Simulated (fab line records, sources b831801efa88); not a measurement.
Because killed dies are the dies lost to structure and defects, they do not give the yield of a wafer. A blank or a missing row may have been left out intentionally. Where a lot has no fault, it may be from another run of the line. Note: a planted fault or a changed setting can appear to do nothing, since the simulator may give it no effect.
Which of the tools did it? :: flow gf180mcu :: Sampling: 12 lots, 36 wafers, 7 of 602 route steps

== WHAT THE GAUGES READ, wafer by wafer ==
GF_CONTACT_RS_MEAS_25: measurement is done with a four-point probe.
lot: L771
measured: day 15 19:47
on: filmMetro-01
CONTACT_W_RS (ohm/sq): 0.388 0.393 0.384

lot: L773
measured: day 16 18:18
on: filmMetro-03
CONTACT_W_RS (ohm/sq): 0.390 0.391 0.395

lot: L774
measured: day 17 01:40
on: filmMetro-01
CONTACT_W_RS (ohm/sq): 0.383 0.381 0.384

lot: L775
measured: day 17 11:23
on: filmMetro-03
CONTACT_W_RS (ohm/sq): 0.396 0.396 0.395

lot: L779
measured: day 19 02:58
on: filmMetro-04
CONTACT_W_RS (ohm/sq): 0.379 0.383 0.379

lot: L781
measured: day 19 15:37
on: filmMetro-03
CONTACT_W_RS (ohm/sq): 0.389 0.389 0.387

lot: L783
measured: day 20 12:09
on: filmMetro-04
CONTACT_W_RS (ohm/sq): 0.275 0.277 0.277

lot: L785
measured: day 21 06:20
on: filmMetro-01
CONTACT_W_RS (ohm/sq): 0.276 0.280 0.277

lot: L786
measured: day 21 16:41
on: filmMetro-03
CONTACT_W_RS (ohm/sq): 0.386 0.385 0.387

lot: L789
measured: day 22 23:15
on: filmMetro-03
CONTACT_W_RS (ohm/sq): 0.390 0.387 0.387

lot: L791
measured: day 23 04:37
on: filmMetro-04
CONTACT_W_RS (ohm/sq): 0.384 0.385 0.384

lot: L794
measured: day 24 10:44
on: filmMetro-01
CONTACT_W_RS (ohm/sq): 0.385 0.381 0.385

GF_CONTACT_THK_MEAS_26: measures by xrf.
lot: L771
measured: day 15 19:55
on: filmMetro-01
CONTACT_W_THK (nm): 305 300 307

lot: L773
measured: day 16 18:25
on: filmMetro-03
CONTACT_W_THK (nm): 301 300 297

lot: L774
measured: day 17 01:46
on: filmMetro-01
CONTACT_W_THK (nm): 307 307 305

lot: L775
measured: day 17 11:31
on: filmMetro-03
CONTACT_W_THK (nm): 296 295 297

lot: L779
measured: day 19 03:04
on: filmMetro-04
CONTACT_W_THK (nm): 306 304 304

lot: L781
measured: day 19 15:44
on: filmMetro-03
CONTACT_W_THK (nm): 301 300 303

lot: L783
measured: day 20 12:15
on: filmMetro-04
CONTACT_W_THK (nm): 427 422 422

lot: L785
measured: day 21 06:27
on: filmMetro-01
CONTACT_W_THK (nm): 430 420 428

lot: L786
measured: day 21 16:47
on: filmMetro-03
CONTACT_W_THK (nm): 301 302 300

lot: L789
measured: day 22 23:22
on: filmMetro-03
CONTACT_W_THK (nm): 298 302 300

lot: L791
measured: day 23 04:43
on: filmMetro-04
CONTACT_W_THK (nm): 301 300 301

lot: L794
measured: day 24 10:51
on: filmMetro-01
CONTACT_W_THK (nm): 303 306 304

GF_M1_RS_MEAS_05: measurement is done with a four-point probe.
lot: L771
measured: day 15 20:29
on: filmMetro-04
M1_ALCU_RS (ohm/sq): 0.0686 0.0692 0.0692

lot: L773
measured: day 16 19:00
on: filmMetro-02
M1_ALCU_RS (ohm/sq): 0.0692 0.0701 0.0698

lot: L774
measured: day 17 02:22
on: filmMetro-02
M1_ALCU_RS (ohm/sq): 0.0680 0.0667 0.0680

lot: L775
measured: day 17 12:05
on: filmMetro-04
M1_ALCU_RS (ohm/sq): 0.0695 0.0692 0.0697

lot: L779
measured: day 19 03:40
on: filmMetro-01
M1_ALCU_RS (ohm/sq): 0.0695 0.0695 0.0687

lot: L781
measured: day 19 16:19
on: filmMetro-02
M1_ALCU_RS (ohm/sq): 0.0701 0.0707 0.0699

lot: L783
measured: day 20 12:52
on: filmMetro-04
M1_ALCU_RS (ohm/sq): 0.0695 0.0698 0.0698

lot: L785
measured: day 21 07:17
on: filmMetro-01
M1_ALCU_RS (ohm/sq): 0.0701 0.0704 0.0696

lot: L786
measured: day 21 17:23
on: filmMetro-01
M1_ALCU_RS (ohm/sq): 0.0697 0.0697 0.0704

lot: L789
measured: day 22 23:57
on: filmMetro-02
M1_ALCU_RS (ohm/sq): 0.0709 0.0714 0.0718

lot: L791
measured: day 23 05:20
on: filmMetro-02
M1_ALCU_RS (ohm/sq): 0.0696 0.0706 0.0696

lot: L794
measured: day 24 11:26
on: filmMetro-02
M1_ALCU_RS (ohm/sq): 0.0695 0.0698 0.0695

== EACH LOT AND THE TOOL THAT RAN IT (in order: tool; ch and the chambers of the sampled wafers; start) ==
lot: L771
GF_CONTACT_CVD_02: pecvd-03 ch 0,1,2, day 14 21:20
GF_CONTACT_STRIP_18: plasmaAsher-01 ch 0,1, day 15 19:17
GF_CONTACT_CVD_24: cvdW-02 ch 0,1, day 15 19:41
GF_CONTACT_CMP_27: cmp-01 ch 0,1,2, day 15 19:58

lot: L773
GF_CONTACT_CVD_02: pecvd-03 ch 0,1,2, day 15 19:14
GF_CONTACT_STRIP_18: plasmaAsher-02 ch 0,1, day 16 17:47
GF_CONTACT_CVD_24: cvdW-02 ch 0,1, day 16 18:12
GF_CONTACT_CMP_27: cmp-02 ch 1,2,3, day 16 18:29

lot: L774
GF_CONTACT_CVD_02: pecvd-01 ch 0,1,2, day 16 01:32
GF_CONTACT_STRIP_18: plasmaAsher-02 ch 0,1, day 17 01:08
GF_CONTACT_CVD_24: cvdW-02 ch 0,1, day 17 01:32
GF_CONTACT_CMP_27: cmp-02 ch 0,1, day 17 01:52

lot: L775
GF_CONTACT_CVD_02: pecvd-01 ch 0,2, day 16 11:30
GF_CONTACT_STRIP_18: plasmaAsher-02 ch 1, day 17 10:53
GF_CONTACT_CVD_24: cvdW-01 ch 1, day 17 11:17
GF_CONTACT_CMP_27: cmp-01 ch 2,3, day 17 11:37

lot: L779
GF_CONTACT_CVD_02: pecvd-03 ch 1,2, day 18 02:25
GF_CONTACT_STRIP_18: plasmaAsher-02 ch 0,1, day 19 02:26
GF_CONTACT_CVD_24: cvdW-02 ch 0,1, day 19 02:50
GF_CONTACT_CMP_27: cmp-02 ch 2,3, day 19 03:10

lot: L781
GF_CONTACT_CVD_02: pecvd-03 ch 1,2, day 18 14:41
GF_CONTACT_STRIP_18: plasmaAsher-01 ch 0,1, day 19 15:07
GF_CONTACT_CVD_24: cvdW-01 ch 0,1, day 19 15:31
GF_CONTACT_CMP_27: cmp-01 ch 0,3, day 19 15:51

lot: L783
GF_CONTACT_CVD_02: pecvd-02 ch 0,1,2, day 19 10:56
GF_CONTACT_STRIP_18: plasmaAsher-02 ch 0,1, day 20 11:38
GF_CONTACT_CVD_24: cvdW-01 ch 0,1, day 20 12:02
GF_CONTACT_CMP_27: cmp-01 ch 0,1,3, day 20 12:22

lot: L785
GF_CONTACT_CVD_02: pecvd-01 ch 0,1,2, day 20 05:05
GF_CONTACT_STRIP_18: plasmaAsher-03 ch 0,1, day 21 05:50
GF_CONTACT_CVD_24: cvdW-01 ch 0,1, day 21 06:14
GF_CONTACT_CMP_27: cmp-01 ch 0,2,3, day 21 06:46

lot: L786
GF_CONTACT_CVD_02: pecvd-01 ch 0,2, day 20 15:09
GF_CONTACT_STRIP_18: plasmaAsher-03 ch 1, day 21 16:10
GF_CONTACT_CVD_24: cvdW-02 ch 1, day 21 16:34
GF_CONTACT_CMP_27: cmp-01 ch 0,1,3, day 21 16:50

lot: L789
GF_CONTACT_CVD_02: pecvd-01 ch 0,1, day 21 21:47
GF_CONTACT_STRIP_18: plasmaAsher-02 ch 0,1, day 22 22:44
GF_CONTACT_CVD_24: cvdW-02 ch 0,1, day 22 23:08
GF_CONTACT_CMP_27: cmp-01 ch 0,1,2, day 22 23:25

lot: L791
GF_CONTACT_CVD_02: pecvd-01 ch 0,2, day 22 03:58
GF_CONTACT_STRIP_18: plasmaAsher-02 ch 0,1, day 23 04:05
GF_CONTACT_CVD_24: cvdW-02 ch 0,1, day 23 04:29
GF_CONTACT_CMP_27: cmp-01 ch 0,1,3, day 23 04:47

lot: L794
GF_CONTACT_CVD_02: pecvd-01 ch 0,1,2, day 23 10:14
GF_CONTACT_STRIP_18: plasmaAsher-02 ch 0,1, day 24 10:14
GF_CONTACT_CVD_24: cvdW-01 ch 0,1, day 24 10:38
GF_CONTACT_CMP_27: cmp-02 ch 0,2,3, day 24 11:01
- GF_CONTACT_CVD_02: deposits SiO2 from TEOS, target thk 860 nm, time 95.992 s.
- GF_CONTACT_STRIP_18: strips in O2/N2.
- GF_CONTACT_CVD_24: deposits W, target thk 300 nm, time 90.339 s.
- GF_CONTACT_CMP_27: polishes, stops on SiO2, t overpolish 15 s, target thk 0 nm.

== WHAT THE TOOLS THEMSELVES READ (means of the sampled wafers that have a number; where no wafer has one, the mark that the record gives instead) ==
GF_CONTACT_CVD_02.
lot: L771
tool: pecvd-03
heaterPowerW (W): 659

lot: L773
tool: pecvd-03
heaterPowerW (W): 625

lot: L774
tool: pecvd-01
heaterPowerW (W): 694

lot: L775
tool: pecvd-01
heaterPowerW (W): 654

lot: L779
tool: pecvd-03
heaterPowerW (W): 638

lot: L781
tool: pecvd-03
heaterPowerW (W): 562

lot: L783
tool: pecvd-02
heaterPowerW (W): 599

lot: L785
tool: pecvd-01
heaterPowerW (W): 731

lot: L786
tool: pecvd-01
heaterPowerW (W): 655

lot: L789
tool: pecvd-01
heaterPowerW (W): 675

lot: L791
tool: pecvd-01
heaterPowerW (W): 660

lot: L794
tool: pecvd-01
heaterPowerW (W): 693

GF_CONTACT_STRIP_18.
lot: L771
tool: plasmaAsher-01
drypumpMotorCurrentA (A): 6.20
heaterPowerW (W): 381
oesProductAu (a.u.): 0.576

lot: L773
tool: plasmaAsher-02
drypumpMotorCurrentA (A): 6.01
heaterPowerW (W): 354
oesProductAu (a.u.): 0.580

lot: L774
tool: plasmaAsher-02
drypumpMotorCurrentA (A): 6.10
heaterPowerW (W): 339
oesProductAu (a.u.): 0.587

lot: L775
tool: plasmaAsher-02
drypumpMotorCurrentA (A): 6.01
heaterPowerW (W): 366
oesProductAu (a.u.): 0.581

lot: L779
tool: plasmaAsher-02
drypumpMotorCurrentA (A): 6.06
heaterPowerW (W): 344
oesProductAu (a.u.): 0.575

lot: L781
tool: plasmaAsher-01
drypumpMotorCurrentA (A): 6.17
heaterPowerW (W): 378
oesProductAu (a.u.): 0.579

lot: L783
tool: plasmaAsher-02
drypumpMotorCurrentA (A): 6.04
heaterPowerW (W): 358
oesProductAu (a.u.): 0.581

lot: L785
tool: plasmaAsher-03
drypumpMotorCurrentA (A): 5.80
heaterPowerW (W): 311
oesProductAu (a.u.): 0.574

lot: L786
tool: plasmaAsher-03
drypumpMotorCurrentA (A): 5.70
heaterPowerW (W): 314
oesProductAu (a.u.): 0.577

lot: L789
tool: plasmaAsher-02
drypumpMotorCurrentA (A): 6.03
heaterPowerW (W): 362
oesProductAu (a.u.): 0.585

lot: L791
tool: plasmaAsher-02
drypumpMotorCurrentA (A): 6.11
heaterPowerW (W): 337
oesProductAu (a.u.): 0.578

lot: L794
tool: plasmaAsher-02
drypumpMotorCurrentA (A): 6.02
heaterPowerW (W): 360
oesProductAu (a.u.): 0.584

GF_CONTACT_CVD_24.
lot: L771
tool: cvdW-02
heaterPowerW (W): 989

lot: L773
tool: cvdW-02
heaterPowerW (W): 945

lot: L774
tool: cvdW-02
heaterPowerW (W): 997

lot: L775
tool: cvdW-01
heaterPowerW (W): 944

lot: L779
tool: cvdW-02
heaterPowerW (W): 910

lot: L781
tool: cvdW-01
heaterPowerW (W): 879

lot: L783
tool: cvdW-01
heaterPowerW (W): 913

lot: L785
tool: cvdW-01
heaterPowerW (W): 885

lot: L786
tool: cvdW-02
heaterPowerW (W): 877

lot: L789
tool: cvdW-02
heaterPowerW (W): 967

lot: L791
tool: cvdW-02
heaterPowerW (W): 906

lot: L794
tool: cvdW-01
heaterPowerW (W): 895

GF_CONTACT_CMP_27.
lot: L771
tool: cmp-01
motorCurrentA (A): 11.1
timeToEndpointS (s): 70

lot: L773
tool: cmp-02
motorCurrentA (A): 10.6
timeToEndpointS (s): 75

lot: L774
tool: cmp-02
motorCurrentA (A): 10.3
timeToEndpointS (s): 78

lot: L775
tool: cmp-01
motorCurrentA (A): 10.9
timeToEndpointS (s): 70

lot: L779
tool: cmp-02
motorCurrentA (A): 11.0
timeToEndpointS (s): 75

lot: L781
tool: cmp-01
motorCurrentA (A): 10.7
timeToEndpointS (s): 74

lot: L783
tool: cmp-01
motorCurrentA (A): 11.3
timeToEndpointS (s): 100

lot: L785
tool: cmp-01
motorCurrentA (A): 10.7
timeToEndpointS (s): 101

lot: L786
tool: cmp-01
motorCurrentA (A): 11.4
timeToEndpointS (s): 71

lot: L789
tool: cmp-01
motorCurrentA (A): 11.4
timeToEndpointS (s): 72

lot: L791
tool: cmp-01
motorCurrentA (A): 11.5
timeToEndpointS (s): 74

lot: L794
tool: cmp-02
motorCurrentA (A): 11.0
timeToEndpointS (s): 80

== THE ANSWER, worked out from the rows above alone ==
Rule: what is usual is taken from the lots themselves. The widest of any qualifying gaps counts: lots, ordered by their means at a reading, are off when they make up no more than a third of the lots, leave a main group of 4 or more, and stand apart from it by 3 or more times the standard deviation of that group's means. A main group whose means are all the same, to the digits that the tables above print for the reading, isn't used. A lot without any number at a reading at which 4 lots or more have one is off too. Any other lot the step has rows for is counted as sound. The gauges are gone through in route order, then the tools' own readings, and for those a lot's mean is taken as printed above. At the first step where some lot is off, the reading lying furthest off is the one used; lots without a number count as furthest.
Off: L783, L785, seen at GF_CONTACT_RS_MEAS_25 (CONTACT_W_RS). Main group: mean 0.387 ohm/sq, sd 0.0043.
A tool fits if, at a process step before that reading, it ran every lot that is off, and no sound lot after the first of them. The gauges at GF_CONTACT_RS_MEAS_25 aren't tried: what is off there is off at GF_CONTACT_CMP_27 too, on other tools, and a gauge's error can't cause that. Of those tried, none fits.

== WHAT THE SIMULATOR HAD INSERTED ==
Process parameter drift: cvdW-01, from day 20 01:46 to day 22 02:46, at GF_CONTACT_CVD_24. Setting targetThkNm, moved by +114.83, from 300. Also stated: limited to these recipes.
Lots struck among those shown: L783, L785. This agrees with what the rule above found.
